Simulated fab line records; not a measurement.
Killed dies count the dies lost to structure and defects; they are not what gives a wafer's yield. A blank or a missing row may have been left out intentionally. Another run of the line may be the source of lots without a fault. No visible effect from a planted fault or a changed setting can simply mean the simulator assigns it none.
Problem report, 8D (eight disciplines) form, completed by code / flow sfq-line / the parts of the form that need people (team, actions taken, sign-off) are left out

1. PROBLEM STATEMENT
Wafers without a fault read 2000.0 W, standard deviation 0.33; cathode-dc-power-W at SFQ_TRILAYER_M1_DEP_SPUTTER_037 reads a mean of 2071.9 W on 6 wafers belonging to 2 lots. So: +99 or more standard deviations from the usual mean.
The step: material Nb, target thk 200 nm, time 133.3 s.
The first sign was on wafer L570.1 at day 25 20:43, on pvd-sputter-04. Wafers with a number at this step in the record: 42, from 14 lots. Rule for "out" (also "out of limits"): further than 4 standard deviations from the usual mean. The rest of the wafers with a number are treated as sound.

2. WHAT IT IS; WHAT IT IS NOT
question=which readings at this step | is=cathode-dc-power-W | is not=-
question=which lots | is=L570, L573 | is not=L553, L554, L555, L556, L557, L560, L561, L562, L563, L564, L567, L575
question=which wafers of those lots | is=all that have a number | is not=-
question=read on which tools | is=pvd-sputter-04 | is not=pvd-sputter-05, pvd-sputter-06
question=when | is=from day 25 20:43 | is not=up to then (33 sound wafers); but 3 sound wafers of L575 came after

3. WHAT RULES OUT EACH SUSPECT
Counting: a tool stays on the suspect list if, at a process step up to the reading, it processed all lots that are out and no sound lot following the first of them.
- pvd-sputter-04 at SFQ_TRILAYER_M1_DEP_SPUTTER_037 (material Nb, target thk 200 nm, time 133.3 s): kept. It processed each lot that is out, first L570 at day 25 20:43, and no sound lot thereafter; up to then, the last sound lot it processed was L567 at day 24 09:17. On those wafers its own readings are out: cathode-dc-power-W.
After counting, what remains is pvd-sputter-04 at SFQ_TRILAYER_M1_DEP_SPUTTER_037.

4. THE CAUSE (what the simulator had put in)
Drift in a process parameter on pvd-sputter-04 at SFQ_TRILAYER_M1_DEP_SPUTTER_037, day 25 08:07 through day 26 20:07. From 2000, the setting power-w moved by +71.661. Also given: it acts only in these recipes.
After counting, this tool was the only one left.

5. THE CHAIN OF EFFECTS, in route order
One row per reading whose mean, taken over the struck wafers that have a number, lies over 3 standard deviations from the usual. Scope: only readings with a usual standard deviation given in the record; hours: median across lots of the time from each lot's start at the first step in this table that gives one to its start at this step; sigmas: change in usual standard deviations.
hours=0; step=SFQ_TRILAYER_M1_DEP_SPUTTER_037; reading=cathode-dc-power-W; usual=2000.0 W; on struck wafers=2071.9; change=+71.9; sigmas=+99 or more
Here are the process steps it includes:
- SFQ_TRILAYER_M1_DEP_SPUTTER_037: material Nb, target thk 200 nm, time 133.3 s.

6. HOW IT WOULD HAVE BEEN CAUGHT EARLIER
13 hours passed between the start of the fault at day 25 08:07 and the first reading out of limits in this record, taken at day 25 20:43.
